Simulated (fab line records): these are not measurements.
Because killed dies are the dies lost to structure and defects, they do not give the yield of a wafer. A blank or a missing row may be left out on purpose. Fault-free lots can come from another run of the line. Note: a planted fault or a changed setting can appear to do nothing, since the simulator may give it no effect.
Which of the tools did it? -- flow gf180mcu -- 12 lots (36 wafers sampled), 1 step of a 602-step route

## WHAT THE GAUGES READ, wafer by wafer
GF_M4_THK_MEAS_06: measures by xrf.
lot,measured,on,M4_ALCU_THK (nm)
L075,day 22 17:22,film-metro-01,461 470 467
L077,day 23 14:46,film-metro-02,466 469 461
L079,day 24 08:14,film-metro-04,451 450 446
L081,day 25 02:28,film-metro-02,451 449 460
L083,day 25 18:44,film-metro-01,470 465 466
L085,day 26 01:37,film-metro-02,470 462 461
L087,day 26 22:35,film-metro-04,465 451 453
L089,day 27 16:32,film-metro-01,451 457 463
L091,day 28 11:33,film-metro-02,448 460 451
L093,day 29 05:50,film-metro-02,452 449 451
L095,day 29 11:26,film-metro-04,475 474 476
L097,day 29 23:04,film-metro-02,467 461 461

## TOOL THAT RAN EACH LOT (tool first, then ch and the chambers of the sampled wafers, then the start)
There is no process step in the record ahead of these readings.

## THE ANSWER, worked out from the rows above alone
Rule: usual is defined by the lots themselves. The widest of any qualifying gaps counts: lots, ordered by their means at a reading, are off when they make up no more than a third of the lots, leave a main group of 4 or more, and stand apart from it by 3 or more times the standard deviation of that group's means. Not used: any main group whose means are identical at the precision the tables above print for the reading. A lot without any number at a reading at which 4 lots or more have one is off too. All remaining lots with rows at the step are treated as sound.
Nothing can be told from this: no lot is off at any reading shown.

## WHAT THE SIMULATOR PUT IN
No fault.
